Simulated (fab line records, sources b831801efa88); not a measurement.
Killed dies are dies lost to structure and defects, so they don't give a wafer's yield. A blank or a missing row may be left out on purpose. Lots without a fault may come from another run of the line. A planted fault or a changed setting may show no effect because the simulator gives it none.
Which tool did it? | flow sky130 | 14 lots, 42 wafers sampled, at 3 steps of a route of 708

WHAT THE GAUGES READ, wafer by wafer
SKY_GATE_OXIDE_TW_MEAS_14. Usual: GATE_OXIDE_TW 222.6, standard deviation 2.3.
lot  | measured     | on            | GATE_OXIDE_TW     | flag
L617 | day 14 12:37 | film_metro-02 | 225.6 223.7 224.2 |
L618 | day 14 22:11 | film_metro-04 | 220.4 219.9 219.9 |
L619 | day 15 09:09 | film_metro-04 | 219.5 220.2 218.8 |
L621 | day 16 03:04 | film_metro-04 | 219.3 220.3 219.3 |
L622 | day 16 11:29 | film_metro-03 | 224.7 224.7 224.5 |
L624 | day 16 19:29 | film_metro-03 | 226.1 223.9 223.7 |
L625 | day 17 07:53 | film_metro-04 | 221.2 220.1 219.6 |
L631 | day 19 18:47 | film_metro-04 | 220.2 220.2 219.5 |
L633 | day 20 18:20 | film_metro-02 | 222.5 222.7 222.8 |
L634 | day 20 19:27 | film_metro-02 | 223.3 222.4 223.6 |
L635 | day 21 04:29 | film_metro-02 | 224.7 223.3 221.0 |
L636 | day 21 10:52 | film_metro-02 | 223.2 221.8 222.8 |
L637 | day 21 14:47 | film_metro-04 | 222.4 220.2 220.6 |
L638 | day 21 20:56 | film_metro-04 | 220.3 218.8 220.4 |

SKY_CONTACT_BOW_MEAS_05. Usual: CONTACT_BOW 81 um, standard deviation 7.
lot  | measured     | on            | CONTACT_BOW (um) | flag
L617 | day 31 05:04 | film_metro-03 | 86 84 86         |
L618 | day 31 18:08 | film_metro-03 | 78 89 77         |
L619 | day 32 11:22 | film_metro-01 | 78 77 71         |
L621 | day 32 20:34 | film_metro-02 | 76 87 81         |
L622 | day 33 04:10 | film_metro-02 | 90 73 92         |
L624 | day 33 05:28 | film_metro-03 | 77 79 80         |
L625 | day 33 18:55 | film_metro-02 | 93 77 85         |
L631 | day 35 20:56 | film_metro-02 | 87 87 70         |
L633 | day 36 15:13 | film_metro-01 | 91 76 71         |
L634 | day 36 20:53 | film_metro-02 | 85 83 79         |
L635 | day 36 22:26 | film_metro-02 | 81 91 79         |
L636 | day 37 08:14 | film_metro-02 | 76 81 78         |
L637 | day 37 12:41 | film_metro-02 | 70 72 73         |
L638 | day 37 17:04 | film_metro-03 | 69 73 85         |

WHICH TOOL RAN EACH LOT (tool, then ch and the chambers of the sampled wafers, then the start)
lot  | SKY_VT_ADJUST_LVTN_EXPOSE_15
L617 | iline_stepper-02 ch 0, day 7 22:19
L618 | iline_stepper-01 ch 0, day 8 06:07
L619 | iline_stepper-01 ch 0, day 8 11:27
L621 | iline_stepper-02 ch 0, day 9 01:08
L622 | iline_stepper-01 ch 0, day 9 07:36
L624 | iline_stepper-01, day 9 16:48
L625 | iline_stepper-01, day 10 01:06
L631 | iline_stepper-02 ch 0, day 11 19:29
L633 | iline_stepper-01 ch 0, day 12 16:56
L634 | iline_stepper-02 ch 0, day 12 19:47
L635 | iline_stepper-01 ch 0, day 13 00:32
L636 | iline_stepper-01 ch 0, day 13 09:14
L637 | iline_stepper-01 ch 0, day 13 12:02
L638 | iline_stepper-01 ch 0, day 13 20:23
- SKY_VT_ADJUST_LVTN_EXPOSE_15: exposes mask HVN STD DERIVED, target cd 600 nm.

WHAT THE TOOLS THEMSELVES READ (means of the sampled wafers that have a number; where no wafer has one, the mark that the record gives instead)
SKY_VT_ADJUST_LVTN_EXPOSE_15. Usual: exposure_dose_mJ_cm2 162.98, standard deviation 0.17; focus_offset_nm -0.1 nm, standard deviation 0.48.
lot  | tool             | exposure_dose_mJ_cm2 | focus_offset_nm (nm) | flag
L617 | iline_stepper-02 | 163.10               | -0.1                 |
L618 | iline_stepper-01 | 162.88               | -0.2                 |
L619 | iline_stepper-01 | 162.99               | 0.3                  |
L621 | iline_stepper-02 | 162.90               | 0.3                  |
L622 | iline_stepper-01 | 163.04               | -0.5                 |
L624 | iline_stepper-01 | -                    | -                    | OFF
L625 | iline_stepper-01 | -                    | -                    | OFF
L631 | iline_stepper-02 | 162.87               | 0.1                  |
L633 | iline_stepper-01 | 163.15               | 0.0                  |
L634 | iline_stepper-02 | 163.13               | -0.9                 |
L635 | iline_stepper-01 | 163.21               | 0.3                  |
L636 | iline_stepper-01 | 162.95               | 0.6                  |
L637 | iline_stepper-01 | 162.83               | 0.1                  |
L638 | iline_stepper-01 | 162.80               | -0.1                 |

THE ANSWER, worked out from the rows above alone
Rule: a lot is off if the mean of its wafers that have a number lies more than 3 standard deviations from the usual mean. A lot without any number at a reading at which 4 lots or more have one is off too. The other lots that the step has rows for count as sound. The gauges are gone through in route order, then the tools' own readings, and for those a lot's mean is taken as printed above. The first step at which some lot is off is used, and at that step the reading that is off furthest; a lot without a number counts as furthest.
Off: L624, L625, at SKY_VT_ADJUST_LVTN_EXPOSE_15 (exposure_dose_mJ_cm2). Without a number there: L624, L625.
A tool fits if, at that step or a process step before it, it ran every lot that is off, and no sound lot after the first of them. None of those tried fits.

WHAT THE SIMULATOR HAD PUT IN
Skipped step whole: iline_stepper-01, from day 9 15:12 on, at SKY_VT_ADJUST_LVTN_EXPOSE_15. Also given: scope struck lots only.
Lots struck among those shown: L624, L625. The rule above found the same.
